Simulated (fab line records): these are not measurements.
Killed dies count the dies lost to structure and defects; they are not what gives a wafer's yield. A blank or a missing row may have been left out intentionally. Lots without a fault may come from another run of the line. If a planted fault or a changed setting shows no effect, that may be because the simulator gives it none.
Matching of chambers / flow sky130 / 3 sister chambers for SKY_LI_CONTACT_CMP_02 on cmp-02
The step polishes PSG. 15 wafers are shown with their chamber, then 7 later ones without.

WAFERS PAIRED WITH THEIR CHAMBERS
wafer=L864.1; chamber=2; motorCurrentA (A)=13.2; timeToEndpointS (s)=32.6
wafer=L864.2; chamber=3; motorCurrentA (A)=12.2; timeToEndpointS (s)=32.2
wafer=L864.3; chamber=1; motorCurrentA (A)=10.6; timeToEndpointS (s)=35.6
wafer=L865.1; chamber=2; motorCurrentA (A)=13.2; timeToEndpointS (s)=33.7
wafer=L865.2; chamber=1; motorCurrentA (A)=10.2; timeToEndpointS (s)=30.8
wafer=L865.6; chamber=2; motorCurrentA (A)=14.0; timeToEndpointS (s)=32.5
wafer=L867.2; chamber=3; motorCurrentA (A)=12.0; timeToEndpointS (s)=30.7
wafer=L867.3; chamber=1; motorCurrentA (A)=9.9; timeToEndpointS (s)=29.6
wafer=L867.4; chamber=2; motorCurrentA (A)=13.7; timeToEndpointS (s)=32.2
wafer=L872.4; chamber=1; motorCurrentA (A)=10.5; timeToEndpointS (s)=34.2
wafer=L872.5; chamber=1; motorCurrentA (A)=10.3; timeToEndpointS (s)=33.1
wafer=L872.6; chamber=2; motorCurrentA (A)=13.3; timeToEndpointS (s)=33.2
wafer=L873.2; chamber=3; motorCurrentA (A)=12.4; timeToEndpointS (s)=34.8
wafer=L873.3; chamber=2; motorCurrentA (A)=13.7; timeToEndpointS (s)=33.5
wafer=L873.5; chamber=1; motorCurrentA (A)=9.6; timeToEndpointS (s)=35.6

SIGNATURES (averages over the wafers above)
reading=motorCurrentA; chamber 1=10.183; chamber 2=13.517; chamber 3=12.200; scatter within a chamber=0.334
reading=timeToEndpointS; chamber 1=33.150; chamber 2=32.950; chamber 3=32.567; scatter within a chamber=1.86
Rule: for each reading, subtract the chamber's mean from the wafer's reading, divide by that reading's scatter and square the result; add these up over the readings and take the root, which gives the wafer's distance from the chamber. If the next closest chamber is less than 2 further off than the closest, the wafer can't be placed; otherwise it belongs to the closest. How the scatter is found: for the shown wafers, subtract from each reading the mean of its chamber, square and add these, divide the total by (wafers less chambers), then take the root.

WAFERS WITH NO CHAMBER GIVEN
wafer=L879.1; motorCurrentA (A)=13.2; timeToEndpointS (s)=29.7
wafer=L879.3; motorCurrentA (A)=10.6; timeToEndpointS (s)=32.4
wafer=L880.1; motorCurrentA (A)=9.9; timeToEndpointS (s)=30.4
wafer=L880.2; motorCurrentA (A)=13.7; timeToEndpointS (s)=33.4
wafer=L887.1; motorCurrentA (A)=13.4; timeToEndpointS (s)=33.5
wafer=L887.3; motorCurrentA (A)=10.1; timeToEndpointS (s)=33.2
wafer=L887.6; motorCurrentA (A)=10.6; timeToEndpointS (s)=29.5

WHICH CHAMBER EACH WENT THROUGH
wafer=L879.1; from the rows above=can't be placed: 2 or 3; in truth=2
wafer=L879.3; from the rows above=1; in truth=1
wafer=L880.1; from the rows above=1; in truth=1
wafer=L880.2; from the rows above=2; in truth=2
wafer=L887.1; from the rows above=2; in truth=2
wafer=L887.3; from the rows above=1; in truth=1
wafer=L887.6; from the rows above=1; in truth=1
Placed correctly: 6 of 7. Not placeable from these rows: 1 (in 1, the candidates include the true chamber). Number placed wrongly: 0.
